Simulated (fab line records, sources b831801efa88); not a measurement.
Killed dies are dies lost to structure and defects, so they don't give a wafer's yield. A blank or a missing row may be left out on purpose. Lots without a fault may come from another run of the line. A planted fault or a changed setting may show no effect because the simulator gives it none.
fab line records | flow sky130
record lots=6 wafers=18 last_day=51
route steps=708 shown PASSIVATION@681 PAD_OPEN@694
lots that met no fault: from a run of the same line without faults
start_h: hours from the record's first day to the start of the lot's first wafer shown | wait_h: hours since the lot's step before | " the same as in the row above | L1.1+2: a row that stands for several wafers | - no value, or no start given | * or withheld: withheld | < > ~ a bound
route shown NAME@n: a module of which the file shows steps, and the number in the route of the first | usual: mean/standard deviation of fault-free wafers | same: alike in all rows | chamber/n: place in a boat | sites: the reading at each site | _std_site: their standard deviation | _edge_site: outer sites' mean less inner sites' | radius_mm: how far each site lies from the wafer's centre | mask NAME#n: copy n | behind: the tool/chamber that last shaped the wafer | hold: why the lot was held/for how many hours/how that ended | device: the transistor (n, p or np) that didn't switch | end of line: the same wafers' tests at the end of the route | a step without rows: its recipe alone | killed: dies lost to structure and defects at the first sort, not the wafer's yield | map: a wafer's dies, x killed, . not, _ none there
set.NAME: the setting as run; set.NAME@STEP: as run at that earlier step | model.NAME: the simulator's own value behind a step, which no gauge read
lots at some steps of the route; a table a step, a row a wafer
services: from which hour (start_h, from the record's first day; less than 0 if before it) a tool's chamber was out of use, for how many hours, and why
## steps
# step SKY_PASSIVATION_CVD_00
# recipe material=SiO2 target_thk_nm=90 temp_c=400 time_s=withheld rf_w=600
# usual heater_power_outer_w=364/79 heater_power_w=640/120
# columns lot.wafer tool chamber start_h wait_h heater_power_outer_w heater_power_w
L950.1 pecvd-04 1 1064.57 0.0 351 616
L950.2 " 0 " " 376 639
L950.4 " 2 " " 528 878
L953.3 pecvd-04 2 1089.53 0.0 409 742
L953.4 " 1 " " 310 557
L953.6 " 2 " " 434 776
L956.1 pecvd-02 0 1102.07 0.0 494 858
L956.3 " 1 " " 455 718
L956.5 " 1 " " 455 718
L965.2 pecvd-01 1 1164.73 0.0 352 638
L965.4 " 0 " " 265 479
L965.5 " 1 " " 363 645
L967.3 pecvd-01 1 1182.84 0.0 345 614
L967.5 " 2 " " 331 574
L967.6 " 1 " " 336 595
L966.2 pecvd-02 1 1183.29 0.0 388 630
L966.5 " 0 " " 483 823
L966.6 " 2 " " 377 661
# step SKY_PASSIVATION_THK_MEAS_01
# recipe reads=SiO2_of_PASSIVATION_CVD_00
# usual PASSIVATION_CVD_00_THK=89.8/1.2
# columns lot.wafer tool chamber start_h wait_h PASSIVATION_CVD_00_THK[nm]
L950.1 film_metro-01 - 1064.59 - 88.5
L950.2 " - " " 87.4
L950.4 " - " " 89.8
L953.3 film_metro-02 - 1089.57 - 88.4
L953.4 " - " " 90.0
L953.6 " - " " 88.8
L956.1 film_metro-02 - 1102.09 - 88.5
L956.3 " - " " 89.2
L956.5 " - " " 90.4
L965.2 film_metro-02 - 1164.76 - 89.1
L965.4 " - " " 90.4
L965.5 " - " " 90.7
L967.3 film_metro-04 - 1182.89 - 90.8
L967.5 " - " " 90.7
L967.6 " - " " 92.0
L966.2 film_metro-01 - 1183.32 - 89.5
L966.5 " - " " 92.0
L966.6 " - " " 92.4
# step SKY_PASSIVATION_CVD_02
# recipe material=Si3N4 target_thk_nm=540 temp_c=400 time_s=withheld rf_w=450
# usual heater_power_outer_w=406/77 heater_power_w=695/120
# columns lot.wafer tool chamber start_h wait_h heater_power_outer_w heater_power_w
L950.1 pecvd-02 2 1064.65 0.1 404 677
L950.2 " 0 " " 507 819
L950.4 " 0 " " 535 858
L953.3 pecvd-01 0 1089.61 0.0 327 561
L953.4 " 0 " " 341 586
L953.6 " 2 " " 357 623
L956.1 pecvd-01 2 1102.15 0.1 287 535
L956.3 " 0 " " 328 577
L956.5 " 1 " " 326 579
L965.2 pecvd-04 2 1164.81 0.0 501 863
L965.4 " 1 " " 377 647
L965.5 " 0 " " 312 555
L967.3 pecvd-04 0 1182.93 0.0 420 683
L967.5 " 1 " " 399 702
L967.6 " 0 " " 307 561
L966.2 pecvd-01 2 1183.37 0.0 360 605
L966.5 " 1 " " 403 689
L966.6 " 2 " " 282 515
# step SKY_PASSIVATION_THK_MEAS_03
# recipe reads=Si3N4_of_PASSIVATION_CVD_02
# usual PASSIVATION_CVD_02_THK=538/6.2
# columns lot.wafer tool chamber start_h wait_h PASSIVATION_CVD_02_THK[nm]
L950.1 film_metro-02 - 1064.88 - 539
L950.2 " - " " 531
L950.4 " - " " 542
L953.3 film_metro-01 - 1089.85 - 531
L953.4 " - " " 538
L953.6 " - " " 540
L956.1 film_metro-04 - 1102.38 - 534
L956.3 " - " " 533
L956.5 " - " " 545
L965.2 film_metro-01 - 1165.05 - 529
L965.4 " - " " 541
L965.5 " - " " 542
L967.3 film_metro-02 - 1183.17 - 524
L967.5 " - " " 536
L967.6 " - " " 539
L966.2 film_metro-04 - 1183.72 - 534
L966.5 " - " " 535
L966.6 " - " " 533
# step SKY_PASSIVATION_DEHYDRATE_04
# recipe temp_c=200 time_s=60
# step SKY_PASSIVATION_HMDS_05
# recipe prime_time_s=60 prime_temp_c=120
# step SKY_PASSIVATION_COAT_06
# recipe spin_rpm=2000 resist_thk_nm=3000
# step SKY_PASSIVATION_SOFTBAKE_07
# recipe temp_c=110 time_s=withheld
# step SKY_PASSIVATION_EXPOSE_08
# recipe mask_id=NSM target_cd_nm=3000 na=0.57 dose_mj=260
# step SKY_PASSIVATION_PEB_09
# recipe temp_c=115 time_s=withheld
# step SKY_PASSIVATION_DEVELOP_10
# recipe develop_time_s=61.54 dev_temp_c=23
# step SKY_PASSIVATION_ETCH_11
# recipe chemistry=CF4/O2 target_depth_nm=725 stop_on=AlCu source_w=800 bias_w=150 pressure_mtorr=150 cf4_flow_sccm=80 O2_flow_sccm=10 time_s=161.1
# usual chamber_pressure_mTorr=149.99/0.13 drypump_motor_current_A=5.7/0.44 oes_product_au=0.975/0.0064 throttle_valve_pct=5.964/0.0092
# columns lot.wafer tool chamber start_h wait_h chamber_pressure_mTorr drypump_motor_current_A oes_product_au rf_hours_counter_h throttle_valve_pct
L950.1 rie_diel-04 3 1085.72 - 150.05 6.6 0.981 8 5.956
L950.2 " 1 " " 150.12 6.0 0.962 21 5.964
L950.4 " 0 " " 150.19 5.5 0.975 15 5.967
L953.3 rie_diel-01 0 1110.31 - 150.24 6.3 0.975 25 5.971
L953.4 " 3 " " 149.96 5.9 0.976 23 5.939
L953.6 " 2 " " 149.99 4.7 0.968 - 5.971
L956.1 rie_diel-02 0 1122.16 - 150.15 5.9 0.971 13 5.959
L956.3 " 1 " " 149.85 6.0 0.978 4 5.959
L956.5 " 3 " " 149.83 5.7 0.983 - 5.950
L965.2 rie_diel-02 2 1181.86 - 149.95 5.7 0.961 18 5.981
L965.4 " 3 " " 149.76 5.7 0.976 20 5.967
L965.5 " 1 " " 149.91 6.0 0.979 - 5.970
L967.3 rie_diel-02 1 1198.01 - 150.09 6.0 0.972 6 5.952
L967.5 " 3 " " 150.03 5.7 0.976 - 5.974
L967.6 " 2 " " 150.00 5.7 0.981 - 5.972
L966.2 rie_diel-02 3 1198.96 - 150.12 5.7 0.964 21 5.937
L966.5 " 2 " " 149.94 5.7 0.974 - 5.963
L966.6 " 1 " " 149.93 6.0 0.973 - 5.971
# step SKY_PASSIVATION_STRIP_12
# recipe chemistry=O2/N2 power_w=1400 pressure_mtorr=1500 platen_temp_c=withheld overash_fraction=0.7 o2_flow_sccm=3000 n2_flow_sccm=300
# usual chamber_pressure_mTorr=1500.1/1.4 drypump_motor_current_A=5.6/0.54 oes_product_au=0.661/0.0042 strip_time_to_endpoint_s=31.56/0.12
# columns lot.wafer tool chamber start_h wait_h chamber_pressure_mTorr drypump_motor_current_A oes_product_au rf_hours_counter_h strip_time_to_endpoint_s
L950.1 plasma_asher-03 0 1085.82 0.1 1500.9 6.5 0.657 2 31.57
L950.2 " 1 " " 1498.6 5.5 0.655 2 31.48
L950.4 " 0 " " 1499.1 6.5 0.660 - 31.62
L953.3 plasma_asher-03 1 1110.45 0.1 1501.2 5.4 0.661 - 31.38
L953.4 " 0 " " 1499.1 6.5 0.662 - 31.46
L953.6 " 0 " " 1501.3 6.5 0.659 - 31.46
L956.1 plasma_asher-03 0 1122.27 0.1 1498.6 6.5 0.662 6 31.48
L956.3 " 0 " " 1502.2 6.5 0.656 - 31.52
L956.5 " 1 " " 1500.0 5.5 0.658 - 31.51
L965.2 plasma_asher-02 1 1181.97 0.1 1499.8 4.9 0.666 102 31.57
L965.4 " 0 " " 1500.9 5.7 0.663 - 31.59
L965.5 " 0 " " 1497.5 5.7 0.665 - 31.87
L967.3 plasma_asher-02 0 1198.15 0.1 1500.2 5.7 0.660 - 31.62
L967.5 " 0 " " 1502.6 5.7 0.659 - 31.61
L967.6 " 1 " " 1500.4 4.9 0.674 - 31.69
L966.2 plasma_asher-03 1 1199.07 0.1 1501.0 5.5 0.655 13 31.61
L966.5 " 1 " " 1500.8 5.5 0.659 - 31.57
L966.6 " 0 " " 1502.1 6.5 0.658 - 31.45
# step SKY_PAD_OPEN_DEHYDRATE_00
# recipe temp_c=200 time_s=58.43
# step SKY_PAD_OPEN_HMDS_01
# recipe prime_time_s=60 prime_temp_c=120
# step SKY_PAD_OPEN_COAT_02
# recipe spin_rpm=2000 resist_thk_nm=3000
# step SKY_PAD_OPEN_SOFTBAKE_03
# recipe temp_c=110 time_s=withheld
# step SKY_PAD_OPEN_EXPOSE_04
# recipe mask_id=PDM target_cd_nm=60000 na=0.57 dose_mj=260
# step SKY_PAD_OPEN_PEB_05
# recipe temp_c=115 time_s=withheld
# step SKY_PAD_OPEN_DEVELOP_06
# recipe develop_time_s=60 dev_temp_c=23
# step SKY_PAD_OPEN_ETCH_07
# recipe chemistry=CF4/O2 target_depth_nm=725 stop_on=AlCu source_w=800 bias_w=150 pressure_mtorr=150 cf4_flow_sccm=80 O2_flow_sccm=10 time_s=161.1
# usual chamber_pressure_mTorr=149.99/0.14 drypump_motor_current_A=5.6/0.41 oes_product_au=0.976/0.0062 throttle_valve_pct=5.964/0.0088
# columns lot.wafer tool chamber start_h wait_h chamber_pressure_mTorr drypump_motor_current_A oes_product_au rf_hours_counter_h throttle_valve_pct
L950.1 rie_diel-01 3 1105.86 - 150.07 6.0 0.975 23 5.958
L950.2 " 1 " " 150.13 5.2 0.971 10 5.966
L950.4 " 2 " " 149.85 4.7 0.977 6 5.965
L953.3 rie_diel-01 3 1129.57 - 149.88 5.9 0.975 24 5.955
L953.4 " 1 " " 149.95 5.2 0.976 11 5.961
L953.6 " 0 " " 149.90 6.3 0.979 - 5.963
L956.1 rie_diel-03 0 1141.02 - 149.93 5.4 0.967 7 5.961
L956.3 " 1 " " 149.99 5.2 0.970 23 5.969
L956.5 " 3 " " 149.72 5.1 0.981 - 5.981
L965.2 rie_diel-03 0 1197.61 - 149.85 5.5 0.974 9 5.973
L965.4 " 3 " " 150.08 5.1 0.978 5 5.965
L965.5 " 1 " " 149.94 5.2 0.988 - 5.969
L967.3 rie_diel-02 3 1213.57 - 150.10 5.7 0.963 21 5.964
L967.5 " 3 " " 149.87 5.7 0.968 - 5.948
L967.6 " 2 " " 150.03 5.7 0.979 - 5.977
L966.2 rie_diel-03 2 1214.22 - 149.87 5.7 0.970 21 5.972
L966.5 " 0 " " 149.90 5.5 0.974 - 5.969
L966.6 " 3 " " 149.88 5.1 0.970 - 5.962
# step SKY_PAD_OPEN_STRIP_08
# recipe chemistry=O2/N2 power_w=1400 pressure_mtorr=1500 platen_temp_c=withheld overash_fraction=0.7 o2_flow_sccm=3000 n2_flow_sccm=300
# usual chamber_pressure_mTorr=1500.3/1.2 drypump_motor_current_A=5.9/0.56 oes_product_au=0.663/0.0046
# columns lot.wafer tool chamber start_h wait_h chamber_pressure_mTorr drypump_motor_current_A oes_product_au rf_hours_counter_h
L950.1 plasma_asher-04 0 1105.97 0.1 1501.7 6.4 0.664 68
L950.2 " 1 " " 1501.1 6.0 0.662 68
L950.4 " 1 " " 1502.7 6.0 0.666 -
L953.3 plasma_asher-02 0 1129.70 0.1 1500.4 5.7 0.665 -
L953.4 " 1 " " 1501.3 4.9 0.658 -
L953.6 " 1 " " 1501.5 4.9 0.661 -
L956.1 plasma_asher-03 0 1141.13 0.1 1498.4 6.6 0.661 8
L956.3 " 0 " " 1498.8 6.5 0.667 -
L956.5 " 0 " " 1498.8 6.5 0.657 -
L965.2 plasma_asher-03 1 1197.72 0.1 1500.4 5.5 0.662 13
L965.4 " 1 " " 1501.6 5.5 0.660 -
L965.5 " 0 " " 1499.4 6.5 0.673 -
L967.3 plasma_asher-03 0 1213.71 0.1 1502.1 6.5 0.653 -
L967.5 " 1 " " 1499.6 5.5 0.663 -
L967.6 " 0 " " 1500.2 6.5 0.660 -
L966.2 plasma_asher-02 0 1214.32 0.1 1500.6 5.7 0.665 105
L966.5 " 0 " " 1499.4 5.7 0.670 -
L966.6 " 1 " " 1499.1 4.9 0.663 -
# step SKY_PAD_OPEN_STRIP_09
# recipe chemistry=post_etch_residue_remover time_s=1200 temp_c=72.5
# step SKY_PAD_OPEN_CLEAN_10
# recipe chemistry=IPA time_s=180 temp_c=25
# step SKY_PAD_OPEN_CLEAN_11
# recipe chemistry=O3/DIW dry=n2_spin
# step SKY_PAD_OPEN_ANNEAL_12
# recipe temp_c=400 time_s=withheld ambient=N2/H2 idle_temp_c=300 ramp_up_c_per_min=8 ramp_down_c_per_min=4
# step SKY_PAD_OPEN_BOW_MEAS_13
# recipe mode=bow
# usual PAD_OPEN_BOW=48/7.9
# columns lot.wafer tool chamber start_h wait_h PAD_OPEN_BOW[um]
L950.1 film_metro-04 - 1108.07 - 30
L950.2 " - " " 33
L950.4 " - " " 37
L953.3 film_metro-04 - 1131.87 - 51
L953.4 " - " " 51
L953.6 " - " " 44
L956.1 film_metro-03 - 1143.22 - 46
L956.3 " - " " 54
L956.5 " - " " 58
L965.2 film_metro-03 - 1199.83 - 63
L965.4 " - " " 49
L965.5 " - " " 46
L967.3 film_metro-02 - 1215.89 - 54
L967.5 " - " " 57
L967.6 " - " " 41
L966.2 film_metro-02 - 1217.37 - 35
L966.5 " - " " 47
L966.6 " - " " 38
# step SKY_PAD_OPEN_PROBE_99
# usual defect_limited_yield=82.2/1.8 killed_at_M0_to_M3=44/6.8 killed_at_M4_up=2.9/1.9 killed_at_contacts=24/5.2 killed_at_front_end=16/4.1 killed_at_other=0.4/0.74 killed_dies=88/9.1 killed_open=48/7.2 killed_short=39/5.6 sort_bin_3_pad_short=0.9/0.43 sort_bin_5_function=10.6/1.4 sort_bin_6_memory=6.3/1 sort_n_pass=404/9.1 sort_yield_pct=82.2/1.8
# same gross_dies=492 killed_at_back_side=0 sort_bin_4_leakage[%]=0 sort_bin_8_speed[%]=0
# columns lot.wafer tool chamber start_h wait_h defect_limited_yield[%] killed_at_M0_to_M3 killed_at_M4_up killed_at_contacts killed_at_front_end killed_at_other killed_dies killed_open killed_short sort_bin_3_pad_short[%] sort_bin_5_function[%] sort_bin_6_memory[%] sort_n_pass sort_yield_pct[%] model.etest.tester.sort_n_pass model.etest.tester.sort_yield_pct model.etest.tester.sort_bin_5_pct model.etest.tester.sort_bin_3_pct
L950.1 prober-02 - 1108.19 0.1 81.5 46 1 29 15 0 91 60 30 1.2 10.4 6.9 401 81.5 401 81.5 10.37 1.22
L950.2 prober-02 - 1108.24 0.1 80.9 39 6 36 13 0 94 53 41 0.8 11.4 6.9 398 80.9 398 80.89 11.38 0.813
L950.4 prober-02 - 1108.34 0.2 80.7 34 5 37 18 1 95 47 47 0.4 9.8 9.1 397 80.7 397 80.69 9.756 0.4065
L953.3 prober-02 - 1132.05 0.2 84.8 39 1 19 16 0 75 41 34 0.8 9.3 5.1 417 84.8 417 84.76 9.35 0.813
L953.4 prober-02 - 1132.10 0.2 74.6 31 2 31 14 47 125 38 39 2.8 15.7 6.9 367 74.6 367 74.59 15.65 2.846
L953.6 prober-02 - 1132.20 0.2 75.4 40 1 17 18 45 121 41 35 3.7 15.0 5.9 371 75.4 371 75.41 15.04 3.659
L956.1 prober-02 - 1143.34 0.1 71.1 47 3 20 21 51 142 43 47 3.7 17.1 8.1 350 71.1 350 71.14 17.07 3.659
L956.3 prober-02 - 1143.44 0.2 70.7 43 3 34 18 46 144 52 45 2.8 17.9 8.5 348 70.7 348 70.73 17.89 2.846
L956.5 prober-02 - 1143.54 0.2 80.7 56 1 24 13 1 95 50 45 0.2 12.8 6.3 397 80.7 397 80.69 12.8 0.2033
L965.2 prober-01 - 1199.98 0.1 82.5 50 1 18 17 0 86 41 45 1.6 7.7 8.1 406 82.5 406 82.52 7.724 1.626
L965.4 prober-01 - 1200.08 0.2 83.7 40 1 24 15 0 80 47 33 0.4 10.2 5.7 412 83.7 412 83.74 10.16 0.4065
L965.5 prober-01 - 1200.13 0.2 78.7 50 2 26 25 2 105 54 51 0.6 13.2 7.5 387 78.7 387 78.66 13.21 0.6098
L967.3 prober-01 - 1216.07 0.2 77.2 60 6 23 23 0 112 65 47 1.8 13.2 7.7 380 77.2 380 77.24 13.21 1.829
L967.5 prober-01 - 1216.17 0.2 80.9 47 4 30 11 2 94 56 38 0.8 11.4 6.9 398 80.9 398 80.89 11.38 0.813
L967.6 prober-01 - 1216.22 0.2 83.3 37 4 23 18 0 82 44 38 1.0 9.3 6.3 410 83.3 410 83.33 9.35 1.016
L966.2 prober-02 - 1217.52 0.1 81.9 40 5 23 18 3 89 47 42 1.0 10.6 6.5 403 81.9 403 81.91 10.57 1.016
L966.5 prober-02 - 1217.67 0.2 81.9 37 3 30 19 0 89 46 43 1.2 11.0 5.9 403 81.9 403 81.91 10.98 1.22
L966.6 prober-02 - 1217.72 0.2 79.3 47 5 34 16 0 102 67 35 1.0 13.2 6.5 390 79.3 390 79.27 13.21 1.016
# killed by level:class
L950.1 VIA1:geometric_particle:open=14 VIA3:geometric_particle:open=10 CONTACT:geometric_particle:open=8 VIA2:geometric_particle:open=8 CONTACT:geometric_particle:short=7 METAL2:geometric_particle:short=7 LI_CONTACT:geometric_particle:open=6 POLY_GATE:geometric_particle:open=5
L950.2 CONTACT:geometric_particle:open=13 VIA1:geometric_particle:open=10 LI_CONTACT:geometric_particle:open=9 CONTACT:geometric_particle:short=8 VIA2:geometric_particle:open=8 METAL4:geometric_particle:short=5 POLY_GATE:geometric_particle:open=4 POLY_GATE:geometric_particle:short=4
L950.4 LI_CONTACT:geometric_particle:open=10 CONTACT:geometric_particle:open=9 CONTACT:geometric_particle:short=8 VIA3:geometric_particle:open=6 FIELD_ISO:geometric_particle:short=5 VIA2:geometric_particle:short=5 LI_CONTACT:geometric_particle:short=5 METAL4:geometric_particle:short=5
L953.3 VIA3:geometric_particle:open=9 VIA1:geometric_particle:open=9 LI_CONTACT:geometric_particle:open=6 METAL1:geometric_particle:short=5 FIELD_ISO:geometric_particle:short=4 VIA1:geometric_particle:short=4 CONTACT:geometric_particle:open=4 POLY_GATE:geometric_particle:open=3
L953.4 PASSIVATION:unspecified=47 CONTACT:geometric_particle:open=14 LI_CONTACT:geometric_particle:open=7 FIELD_ISO:geometric_particle:short=6 VIA1:geometric_particle:open=6 METAL1:geometric_particle:short=5 LOCAL_INTERCONNECT:geometric_particle:short=5 METAL2:geometric_particle:short=4
L953.6 PASSIVATION:unspecified=45 VIA1:geometric_particle:open=9 LOCAL_INTERCONNECT:geometric_particle:short=6 VIA2:geometric_particle:open=6 VIA3:geometric_particle:open=6 FIELD_ISO:geometric_particle:open=5 LI_CONTACT:geometric_particle:open=5 FIELD_ISO:geometric_particle:short=4
L956.1 PASSIVATION:unspecified=51 VIA3:geometric_particle:open=8 FIELD_ISO:geometric_particle:short=7 LI_CONTACT:geometric_particle:open=7 VIA2:geometric_particle:open=7 VIA1:geometric_particle:open=7 LOCAL_INTERCONNECT:geometric_particle:short=6 VIA1:geometric_particle:short=6
L956.3 PASSIVATION:unspecified=45 LI_CONTACT:geometric_particle:open=11 CONTACT:geometric_particle:open=11 VIA1:geometric_particle:open=10 METAL2:geometric_particle:short=8 VIA1:geometric_particle:short=7 FIELD_ISO:geometric_particle:short=6 LOCAL_INTERCONNECT:geometric_particle:short=5
L956.5 VIA1:geometric_particle:open=11 CONTACT:geometric_particle:short=10 VIA3:geometric_particle:open=10 VIA2:geometric_particle:open=9 FIELD_ISO:geometric_particle:short=6 CONTACT:geometric_particle:open=6 VIA1:geometric_particle:short=6 METAL2:geometric_particle:short=5
L965.2 CONTACT:geometric_particle:open=8 VIA2:geometric_particle:open=8 VIA3:geometric_particle:short=7 VIA3:geometric_particle:open=7 VIA1:geometric_particle:open=6 POLY_GATE:geometric_particle:short=5 METAL3:geometric_particle:short=5 METAL2:geometric_particle:short=4
L965.4 VIA2:geometric_particle:open=10 CONTACT:geometric_particle:open=9 LI_CONTACT:geometric_particle:open=7 VIA1:geometric_particle:open=7 VIA3:geometric_particle:open=6 CONTACT:geometric_particle:short=5 METAL1:geometric_particle:short=5 VIA1:geometric_particle:short=4
L965.5 LI_CONTACT:geometric_particle:open=10 VIA1:geometric_particle:open=10 FIELD_ISO:geometric_particle:open=8 VIA2:geometric_particle:open=7 METAL2:geometric_particle:short=7 FIELD_ISO:geometric_particle:short=6 VIA3:geometric_particle:open=6 CONTACT:geometric_particle:short=5
L967.3 VIA1:geometric_particle:open=17 METAL1:geometric_particle:short=12 LI_CONTACT:geometric_particle:open=9 VIA3:geometric_particle:open=8 VIA2:geometric_particle:open=7 CONTACT:geometric_particle:open=6 FIELD_ISO:geometric_particle:short=5 FIELD_ISO:geometric_particle:open=5
L967.5 VIA1:geometric_particle:open=14 LI_CONTACT:geometric_particle:open=9 CONTACT:geometric_particle:open=9 METAL2:geometric_particle:short=9 VIA2:geometric_particle:open=6 VIA3:geometric_particle:open=6 CONTACT:geometric_particle:short=5 FIELD_ISO:geometric_particle:short=4
L967.6 LI_CONTACT:geometric_particle:open=8 VIA1:geometric_particle:open=8 CONTACT:geometric_particle:short=6 VIA1:geometric_particle:short=5 VIA3:geometric_particle:open=5 CONTACT:geometric_particle:open=4 POLY_GATE:geometric_particle:short=4 METAL3:geometric_particle:short=4
L966.2 VIA1:geometric_particle:open=11 LI_CONTACT:geometric_particle:open=9 CONTACT:geometric_particle:open=8 METAL2:geometric_particle:short=7 VIA2:geometric_particle:open=6 FIELD_ISO:geometric_particle:short=4 FIELD_ISO:geometric_particle:open=4 POLY_GATE:geometric_particle:short=4
L966.5 LOCAL_INTERCONNECT:geometric_particle:short=8 CONTACT:geometric_particle:open=8 METAL2:geometric_particle:short=7 VIA1:geometric_particle:open=7 POLY_GATE:geometric_particle:open=6 POLY_GATE:geometric_particle:short=6 VIA2:geometric_particle:open=6 LI_CONTACT:geometric_particle:open=5
L966.6 CONTACT:geometric_particle:open=18 VIA1:geometric_particle:open=10 LI_CONTACT:geometric_particle:open=9 VIA3:geometric_particle:open=7 CONTACT:geometric_particle:short=6 METAL2:geometric_particle:short=6 VIA2:geometric_particle:open=6 FIELD_ISO:geometric_particle:open=5
# map L953.4 (x killed, . not)
__________...x..x..._________
________....x........x_______
______......x.....x..x.._____
_____x.................x.____
____...........x.........x___
___.....x.x....x.xx...x...x__
__..x...x..xx...x.x..x......_
_..x.............x....xx.x.x.
_........x...x...............
_.x..........x.....x...x.....
_.x...x.........xx.xx........
_.x.x.........xxx....x.......
_............x.....x.x...x...
_x.............x..........x..
_.....x.........x..x........x
__..........x.x..x.........x_
___..x.xx....xxxx.....x....__
____..x..xxxxxxxxxxx......___
_____x....xxxxxxxx.......____
______.x...xxxxxxxx.x.xx_____
________.x.xxxxxxxxx.._______
__________xxxxxxxxxx_________
# map L956.3 (x killed, . not)
__________....x...x._________
________.....x.....x.._______
______.x.....x......x..._____
_____.......x..x.........____
____x...xx.....x...x...x..___
___xx...xx....x.xxx.....xx.__
__.x...x........x..x.x......_
_.x................xx.......x
_.......x..x.........x.x..x..
_....x.xx.....x...x.xx..x....
_x.......x.x................x
_....x..x..x....x......xxx.x.
_x.......xx..x.............x.
_..........xx.xxx.x..........
_......xx...x......xxx.x...x.
__x..x.......xx.x.....xx.x.._
___.x...x..xxxx..x..x......__
____x...xxx.xxxxx.....x...___
_____...xxxxxxxxxx..x..x.____
______...xxxxxxxxxx....._____
________x.xxxxxxxxxxx._______
__________.xxxxxx..._________
## services
# columns tool chamber start_h hours kind
rie_diel-02 - 1043.35 2.1 repair
rie_diel-01 3 1055.24 6.4 repair
plasma_asher-03 - 1055.32 9.0 pm
plasma_asher-03 0 1055.32 9.0 vent_cycle
plasma_asher-03 1 1055.32 9.0 vent_cycle
rie_diel-01 - 1059.36 2.8 pm
plasma_asher-03 0 1064.32 - clean
plasma_asher-03 1 1064.32 - clean
pecvd-01 - 1069.33 0.9 repair
pecvd-02 - 1070.67 28.1 pm
pecvd-01 2 1073.43 5.5 scheduled_down
pecvd-04 - 1099.08 5.5 pm
pecvd-01 0 1104.91 23.7 repair
pecvd-01 0 1128.62 2.1 scheduled_down
rie_diel-04 2 1135.04 3.2 repair
pecvd-02 2 1148.49 5.8 repair
plasma_asher-02 - 1162.74 1.5 repair
pecvd-02 0 1165.75 6.1 repair
rie_diel-02 0 1170.55 5.4 repair
rie_diel-04 - 1173.65 0.5 repair
rie_diel-03 - 1176.12 4.3 pm
pecvd-01 0 1180.62 - clean
pecvd-01 0 1180.62 - consumable_replace:showerhead
rie_diel-01 2 1190.28 7.4 repair
## key
first_sign step=SKY_PAD_OPEN_PROBE_99 reading=killed_at_other direction=up sigmas=47 usual=0.4 struck=47.2
effect step=SKY_PAD_OPEN_PROBE_99 reading=sort_bin_3_pad_short direction=up sigmas=5.5 usual=0.9 struck=3.3
model_effect step=SKY_PAD_OPEN_PROBE_99 value=etest.tester.sort_n_pass without=400.8 struck=359
met_at SKY_PASSIVATION_STRIP_12
struck_wafers L953.4,L953.6,L956.1,L956.3
onset_between 1085.82 1110.45
fault kind=chamber_particle_source tool=plasma_asher-03 chamber=0 onset_h=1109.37 steps=SKY_PASSIVATION_STRIP_12 rate_per_visit_cm2=0.70894 end_h=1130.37
